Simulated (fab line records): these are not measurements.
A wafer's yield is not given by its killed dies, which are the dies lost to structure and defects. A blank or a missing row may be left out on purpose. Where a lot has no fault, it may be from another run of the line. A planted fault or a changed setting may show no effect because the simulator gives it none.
Comparing a struck lot with a sound one / flow sky130 / 34 out of 708 route steps
Sound: these wafers, L753.2, L753.4, L753.6. Wafers struck: L762.3, L762.4, L762.6. The cause comes at the end.
Order at every step that has rows: each side's tool, ch and its chambers, its first start. Under that, the readings that differ: sound wafers / struck wafers / difference of the means / sigmas: that difference in standard deviations of wafers without a fault.
alike: same words and numbers on both sides, and readings whose means sit less than 2 such deviations apart. not compared: any withheld reading, any reading some wafer has no value for, any bound like >300 that may hide the same value, and any number with overlapping values for which the record gives no deviation.
The two part at a step that has a row with sigmas, a row that says differs or no value, or rows on one side only. Numbers that have no deviation but don't overlap get no sigmas and don't part them. A reading that every wafer of one side lacks parts them only if that side has two wafers or more.

first, 7 steps without rows for these wafers: SKY_SONOS_TUNNEL_DEVELOP_06 (develop time 60 s); SKY_SONOS_TUNNEL_IMPLANT_09; SKY_SONOS_TUNNEL_WET_ETCH_10 (etches SiO2 in dHF, target depth 14 nm, time 280 s); SKY_SONOS_TUNNEL_STRIP_11 (strips in SPM, time 600 s); SKY_SONOS_TUNNEL_CLEAN_13 (cleans in dHF, time 20 s); SKY_SONOS_ONO_OXIDATION_00 (stabilise 600 s, purge 300 s, target thk 2.6 nm); SKY_SONOS_ONO_CVD_02 (deposits Si3N4 from DCS/NH3, target thk 10.5 nm, time 180 s).
SKY_SONOS_ONO_CVD_04: deposits SiO2 from SiH4/N2O, target thk 5.7199 nm.
  sound on lpcvd-03 ch 1, day 15 06:07; struck on lpcvd-03 ch 0, day 18 03:10
reading=spike-tc-bottom-C (C); sound=920.1 920.0 918.7; struck=967.4 969.0 968.8; difference=+48.8; sigmas=+17
reading=spike-tc-centre-C (C); sound=904.1 903.2 904.2; struck=955.1 953.9 955.4; difference=+51.0; sigmas=+51
reading=spike-tc-lower-C (C); sound=897.6 897.9 897.6; struck=953.0 952.8 954.4; difference=+55.7; sigmas=+37
reading=spike-tc-top-C (C); sound=913.1 912.9 912.5; struck=966.0 967.1 965.5; difference=+53.4; sigmas=+44
reading=spike-tc-upper-C (C); sound=898.8 900.5 901.1; struck=954.7 954.8 952.6; difference=+53.9; sigmas=+49
reading=susceptor-temp-C (C); sound=899.7 900.5 899.7; struck=953.3 952.3 952.6; difference=+52.8; sigmas=+99 or more
reading=zone-power-top-pct (%); sound=35.1 34.7 34.6; struck=40.0 39.7 39.3; difference=+4.9; sigmas=+8
reading=zone-power-upper-pct (%); sound=18.5 18.3 18.5; struck=21.7 22.1 21.9; difference=+3.5; sigmas=+10
reading=model.SiO2_of_SONOS_ONO_CVD_04.thk-nm (nm); sound=5.627 5.638 5.62; struck=8.986 9.141 9.107; difference=+3.450; sigmas=
  alike: zone-power-centre-pct, zone-power-lower-pct
SKY_SONOS_ONO_THK_MEAS_05:
  sound: film-metro-01 at day 15 07:22; struck: film-metro-03 at day 18 04:26
reading=SONOS_ONO_CVD_04_THK (nm); sound=5.63 5.62 5.60; struck=8.96 9.13 9.08; difference=+3.44; sigmas=+34
then, 23 steps without rows for these wafers: SKY_SONOS_ONO_DEHYDRATE_06 (time 60 s); SKY_SONOS_ONO_HMDS_07 (prime time 60 s); SKY_SONOS_ONO_COAT_08 (resist thk 1140 nm); SKY_SONOS_ONO_SOFTBAKE_09 (time 60 s); SKY_SONOS_ONO_EXPOSE_10 (exposes mask ONOM, target cd 410 nm); SKY_SONOS_ONO_PEB_11; SKY_SONOS_ONO_DEVELOP_12 (develop time 60 s); SKY_SONOS_ONO_ETCH_15 (etches the open film in CHF3/O2, target depth 19.52 nm, time 7.8 s); SKY_SONOS_ONO_WET_ETCH_16 (etches SiO2 in dHF, target depth 14 nm, time 280 s); SKY_SONOS_ONO_STRIP_17 (strips in O2/N2); SKY_SONOS_ONO_WET_ETCH_18 (etches Si3N4 in H3PO4, target depth 15 nm, time 172 s); SKY_GATE_OXIDE_CLEAN_00 (cleans in SC1/SC2, time 150 s); SKY_GATE_OXIDE_OXIDATION_01 (stabilise 600 s, purge 300 s, target thk 10.268 nm); SKY_GATE_OXIDE_DEHYDRATE_03 (time 60 s); SKY_GATE_OXIDE_HMDS_04 (prime time 60 s); SKY_GATE_OXIDE_COAT_05 (resist thk 1140 nm); SKY_GATE_OXIDE_SOFTBAKE_06 (time 60 s); SKY_GATE_OXIDE_EXPOSE_07 (exposes mask LVOM, target cd 600 nm); SKY_GATE_OXIDE_PEB_08; SKY_GATE_OXIDE_DEVELOP_09 (develop time 60 s); SKY_GATE_OXIDE_IMPLANT_11; SKY_GATE_OXIDE_WET_ETCH_12 (etches SiO2 in dHF, target depth 16.8 nm, time 336 s); SKY_GATE_OXIDE_STRIP_13 (strips in O2/N2).
-- the record jumps here: 3 days lie between the struck wafers' starts before and after --
SKY_GATE_OXIDE_CLEAN_15: cleans in SC1/SC2, time 150 s.
  sound on wet-bench-01 ch 2, day 17 17:20; struck on wet-bench-04 ch 2, day 20 20:16
reading=model.SiO2_of_SONOS_ONO_CVD_04.thk-nm (nm); sound=4.122 4.128 4.11; struck=7.456 7.62 7.582; difference=+3.433; sigmas=
  alike: bath-heat-duty-pct, temp-c
-- the record jumps here: 30 days lie between the struck wafers' starts before and after (it left off in module GATE_OXIDE and takes up again in module PAD_OPEN, whose first step shown is number 708 of the route) --
SKY_PAD_OPEN_PROBE_99:
  sound: prober-01 at day 48 14:47; struck: prober-01 at day 50 11:14
reading=killed-dies; sound=74 70 74; struck=91 96 88; difference=+19; sigmas=+2
  alike: killed_at_M0_to_M3, killed_at_M4_up, killed-at-contacts, killed-at-front-end, killed-at-other, killed-open, killed-short

## WHERE THEY PART
Last at SKY_PAD_OPEN_PROBE_99 as far as this record goes, first at SKY_SONOS_ONO_CVD_04.

WHY: the cause the simulator had injected
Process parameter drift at SKY_SONOS_ONO_CVD_04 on lpcvd-03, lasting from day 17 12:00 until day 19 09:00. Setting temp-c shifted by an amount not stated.
